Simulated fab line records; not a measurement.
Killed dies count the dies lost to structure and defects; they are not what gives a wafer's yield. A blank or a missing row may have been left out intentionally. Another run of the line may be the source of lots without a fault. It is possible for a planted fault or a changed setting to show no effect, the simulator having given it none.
fab line records ; flow sky130
[record] lots = 12; wafers = 35; last_day = 50
route steps=708 shown VIA1@478 VIA2@510 CAPM@540 METAL3@559
lots untouched by any fault: they come from a run of this same line in which no faults occurred
start_h: hours from the record's first day to the start of the lot's first wafer shown ; wait_h: hours from the lot's prior step to this one ; " identical to the entry in the row above ; L1.1+2: a single row standing in for several wafers ; - either no value or no given start ; * or withheld: withheld ; < > ~ a bound
route shown NAME@n: a module of which the file shows steps, and the number in the route of the first ; usual: the fault-free wafers' mean and standard deviation ; same: alike in all rows ; chamber/n: place in a boat ; sites: per-site readings ; _std_site: their standard deviation ; _edge_site: mean of outer sites minus mean of inner sites ; radius_mm: how far each site lies from the wafer's centre ; mask NAME#n: copy n ; behind: tool/chamber where the wafer was last shaped ; hold: reason for holding the lot/hours on hold/outcome of the hold ; device: transistor that didn't switch, given as n, p or np ; end of line: tests of these same wafers at the route's end ; a step given without rows: its recipe and nothing more ; killed: not the wafer's yield, but the dies lost to structure and defects at the first sort ; map: a wafer's dies, marking killed ones x, the rest . and places with no die _
set.NAME: setting as actually run; set.NAME@STEP: the setting as run at that earlier step ; model.NAME: the simulator's own value behind a step, which no gauge read
route steps across a sampled set of lots; one table per step, one row per wafer
services: when a tool's chamber went out of use (start_h, in hours from the record's first day, below 0 if earlier), for how many hours, and the reason
[[steps]]
[step SKY_VIA1_SPUTTER_20]
[recipe] material = TiN; target_thk_nm = 20; chamber_pressure_pa = 5; power_w = 4000; time_s = 80
[usual] throttle_valve_pct = 29.8/0.75
lot.wafer;tool;chamber;start_h;wait_h;throttle_valve_pct
L915.1;pvd_sputter-02;-;790.29;0.0;29.6
L915.5;pvd_sputter-02;-;790.29;0.0;29.5
L915.6;pvd_sputter-02;-;790.29;0.0;30.2
L916.2;pvd_sputter-02;-;798.56;0.0;30.0
L916.3;pvd_sputter-02;-;798.56;0.0;30.9
L916.4;pvd_sputter-02;-;798.56;0.0;30.7
L917.3;pvd_sputter-03;-;810.74;0.0;29.7
L917.4;pvd_sputter-03;-;810.74;0.0;30.2
L917.6;pvd_sputter-03;-;810.74;0.0;28.5
L919.1;pvd_sputter-01;-;828.37;0.0;29.3
L919.3;pvd_sputter-01;-;828.37;0.0;30.5
L919.6;pvd_sputter-01;-;828.37;0.0;29.4
L923.1;pvd_sputter-02;-;851.77;0.0;30.7
L923.2;pvd_sputter-02;-;851.77;0.0;30.9
L923.4;pvd_sputter-02;-;851.77;0.0;29.9
L925.3;pvd_sputter-02;-;868.17;0.0;30.2
L925.5;pvd_sputter-02;-;868.17;0.0;30.0
L931.3;pvd_sputter-01;-;912.57;0.0;30.7
L931.4;pvd_sputter-01;-;912.57;0.0;29.6
L931.5;pvd_sputter-01;-;912.57;0.0;29.6
L932.2;pvd_sputter-01;-;921.40;0.0;29.0
L932.3;pvd_sputter-01;-;921.40;0.0;30.3
L932.5;pvd_sputter-01;-;921.40;0.0;28.8
L933.2;pvd_sputter-03;-;924.95;0.0;30.0
L933.4;pvd_sputter-03;-;924.95;0.0;30.3
L933.6;pvd_sputter-03;-;924.95;0.0;30.2
L935.2;pvd_sputter-01;-;936.95;0.0;28.7
L935.3;pvd_sputter-01;-;936.95;0.0;30.6
L935.5;pvd_sputter-01;-;936.95;0.0;28.5
L937.1;pvd_sputter-01;-;946.18;0.0;29.5
L937.3;pvd_sputter-01;-;946.18;0.0;29.4
L937.5;pvd_sputter-01;-;946.18;0.0;30.7
L938.1;pvd_sputter-03;-;952.17;0.0;28.5
L938.2;pvd_sputter-03;-;952.17;0.0;30.1
L938.6;pvd_sputter-03;-;952.17;0.0;30.1
[step SKY_VIA2_BOW_MEAS_03]
[recipe] mode = bow
[usual] VIA2_BOW = 86/7.6
lot.wafer;tool;chamber;start_h;wait_h;VIA2_BOW[um]
L915.1;film_metro-01;-;818.69;0.2;77
L915.5;film_metro-01;-;818.69;0.2;95
L915.6;film_metro-01;-;818.69;0.2;94
L916.2;film_metro-01;-;826.69;0.2;93
L916.3;film_metro-01;-;826.69;0.2;83
L916.4;film_metro-01;-;826.69;0.2;85
L917.3;film_metro-02;-;838.67;0.2;80
L917.4;film_metro-02;-;838.67;0.2;80
L917.6;film_metro-02;-;838.67;0.2;86
L919.1;film_metro-01;-;856.90;0.1;86
L919.3;film_metro-01;-;856.90;0.1;94
L919.6;film_metro-01;-;856.90;0.1;70
L923.1;film_metro-04;-;881.66;0.2;89
L923.2;film_metro-04;-;881.66;0.2;92
L923.4;film_metro-04;-;881.66;0.2;92
L925.3;film_metro-04;-;896.02;0.3;91
L925.5;film_metro-04;-;896.02;0.3;84
L931.3;film_metro-04;-;939.55;0.2;94
L931.4;film_metro-04;-;939.55;0.2;76
L931.5;film_metro-04;-;939.55;0.2;82
L932.2;film_metro-04;-;948.25;0.1;96
L932.3;film_metro-04;-;948.25;0.1;82
L932.5;film_metro-04;-;948.25;0.1;71
L933.2;film_metro-02;-;951.79;0.1;86
L933.4;film_metro-02;-;951.79;0.1;85
L933.6;film_metro-02;-;951.79;0.1;77
L935.2;film_metro-04;-;963.69;0.2;99
L935.3;film_metro-04;-;963.69;0.2;78
L935.5;film_metro-04;-;963.69;0.2;96
L937.1;film_metro-04;-;971.91;0.1;82
L937.3;film_metro-04;-;971.91;0.1;80
L937.5;film_metro-04;-;971.91;0.1;89
L938.1;film_metro-04;-;977.11;0.1;77
L938.2;film_metro-04;-;977.11;0.1;82
L938.6;film_metro-04;-;977.11;0.1;84
[step SKY_CAPM_RS_MEAS_03]
[recipe] thk_meas_gauge = four-point-probe; reads = TiN_of_CAPM_SPUTTER_02
[usual] CAPM_TIN_RS = 6.92/0.054
lot.wafer;tool;chamber;start_h;wait_h;CAPM_TIN_RS[ohm/sq]
L915.1;film_metro-04;-;847.53;0.1;6.92
L915.5;film_metro-04;-;847.53;0.1;6.91
L915.6;film_metro-04;-;847.53;0.1;6.87
L916.2;film_metro-03;-;854.94;0.1;6.86
L916.3;film_metro-03;-;854.94;0.1;6.81
L916.4;film_metro-03;-;854.94;0.1;6.86
L917.3;film_metro-03;-;866.35;0.1;6.91
L917.4;film_metro-03;-;866.35;0.1;6.91
L917.6;film_metro-03;-;866.35;0.1;6.80
L919.1;film_metro-04;-;884.31;0.1;6.90
L919.3;film_metro-04;-;884.31;0.1;6.86
L919.6;film_metro-04;-;884.31;0.1;6.92
L923.1;film_metro-01;-;908.76;0.1;6.98
L923.2;film_metro-01;-;908.76;0.1;6.95
L923.4;film_metro-01;-;908.76;0.1;6.90
L925.3;film_metro-01;-;922.04;0.1;6.98
L925.5;film_metro-01;-;922.04;0.1;7.02
L931.3;film_metro-04;-;965.91;0.1;7.02
L931.4;film_metro-04;-;965.91;0.1;6.95
L931.5;film_metro-04;-;965.91;0.1;6.97
L932.2;film_metro-01;-;974.13;0.1;6.88
L932.3;film_metro-01;-;974.13;0.1;6.89
L932.5;film_metro-01;-;974.13;0.1;6.86
L933.2;film_metro-04;-;976.02;0.1;6.87
L933.4;film_metro-04;-;976.02;0.1;6.85
L933.6;film_metro-04;-;976.02;0.1;6.99
L935.2;film_metro-04;-;989.47;0.1;6.84
L935.3;film_metro-04;-;989.47;0.1;6.84
L935.5;film_metro-04;-;989.47;0.1;6.83
L937.1;film_metro-01;-;997.37;0.1;6.92
L937.3;film_metro-01;-;997.37;0.1;6.98
L937.5;film_metro-01;-;997.37;0.1;7.01
L938.1;film_metro-01;-;1002.01;0.1;6.93
L938.2;film_metro-01;-;1002.01;0.1;6.93
L938.6;film_metro-01;-;1002.01;0.1;6.93
[step SKY_METAL3_SOFTBAKE_09]
[recipe] temp_c = 100; time_s = 90; resist = KrF-thick
[usual] chill_plate_temp_C = 23.01/0.099; heater_power_total_W = 57.35/0.12; run_length_s = 118.99/0.26
lot.wafer;tool;chamber;start_h;wait_h;chill_plate_temp_C;heater_power_total_W;run_length_s
L915.1;litho_track-04;0;886;-;22.96;57.49;119.22
L915.5;litho_track-04;0;886;-;23.00;57.49;119.30
L915.6;litho_track-04;0;886;-;23.02;57.14;119.37
L916.2;litho_track-04;0;893;-;22.99;57.42;119.19
L916.3;litho_track-04;0;893;-;23.06;57.35;119.25
L916.4;litho_track-04;0;893;-;23.16;57.25;119.26
L917.3;litho_track-03;0;905;-;23.02;57.17;119.09
L917.4;litho_track-03;0;905;-;22.84;57.31;119.21
L917.6;litho_track-03;0;905;-;22.94;57.49;119.17
L919.1;litho_track-01;0;922;-;23.04;57.39;118.79
L919.3;litho_track-01;0;922;-;23.04;57.26;118.63
L919.6;litho_track-01;0;922;-;23.17;57.42;118.68
L923.1;litho_track-01;0;946;-;23.26;57.58;118.62
L923.2;litho_track-01;0;946;-;22.98;58.49;113.08
L923.4;litho_track-01;0;946;-;23.18;57.21;118.71
L925.3;litho_track-01;0;958;-;23.00;58.64;113.11
L925.5;litho_track-01;0;959;-;22.90;57.35;118.60
L931.3;litho_track-04;0;1001;-;23.16;57.26;119.10
L931.4;litho_track-04;0;1001;-;23.23;57.22;119.10
L931.5;litho_track-04;0;1001;-;23.15;57.33;119.09
L932.2;litho_track-03;0;1009;-;23.01;57.34;118.99
L932.3;litho_track-03;0;1009;-;22.97;57.26;119.05
L932.5;litho_track-03;0;1009;-;22.99;57.34;119.16
L933.2;litho_track-03;0;1011;-;22.99;57.24;119.05
L933.4;litho_track-03;0;1011;-;22.95;57.26;119.28
L933.6;litho_track-03;0;1011;-;22.91;57.20;119.13
L935.2;litho_track-04;0;1025;-;22.94;57.27;119.13
L935.3;litho_track-04;0;1025;-;22.75;57.58;119.32
L935.5;litho_track-04;0;1025;-;22.86;57.53;119.14
L937.1;litho_track-04;0;1033;-;22.75;57.43;119.33
L937.3;litho_track-04;0;1033;-;22.94;57.44;119.40
L937.5;litho_track-04;0;1033;-;23.05;57.18;119.25
L938.1;litho_track-01;0;1037;-;23.06;57.56;118.66
L938.2;litho_track-01;0;1037;-;22.96;57.38;118.61
L938.6;litho_track-01;0;1037;-;23.05;57.45;118.61
[[services]]
tool;chamber;start_h;hours;kind
pvd_sputter-02;-;825.14;1.9;repair
pvd_sputter-03;-;825.22;0.8;repair
pvd_sputter-02;-;858.25;2.8;repair
pvd_sputter-02;-;872.79;3.7;repair
pvd_sputter-03;-;939.05;2.1;repair
pvd_sputter-01;-;998.78;2.7;repair
pvd_sputter-02;-;1034.39;1.2;repair
[[key]]
[first_sign] step = SKY_METAL3_SOFTBAKE_09; reading = run_length_s; direction = down; sigmas = 23; usual = *; struck = *
[effect] step = SKY_METAL3_SOFTBAKE_09; reading = heater_power_total_W; direction = up; sigmas = 10; usual = *; struck = *
met_at SKY_METAL3_SOFTBAKE_09
struck_lots L923,L925
struck_wafers L923.2,L925.3
not_acting_at SKY_VIA1_SPUTTER_20,SKY_VIA2_BOW_MEAS_03,SKY_CAPM_RS_MEAS_03
[fault] kind = process_parameter_drift; tool = litho_track-01; chamber = -; onset_h = 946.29; steps = SKY_METAL3_SOFTBAKE_09; channel = time_s; offset = *; shape = step; end_h = 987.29; scope = struck_wafers_only; acts_in = *; stated = *
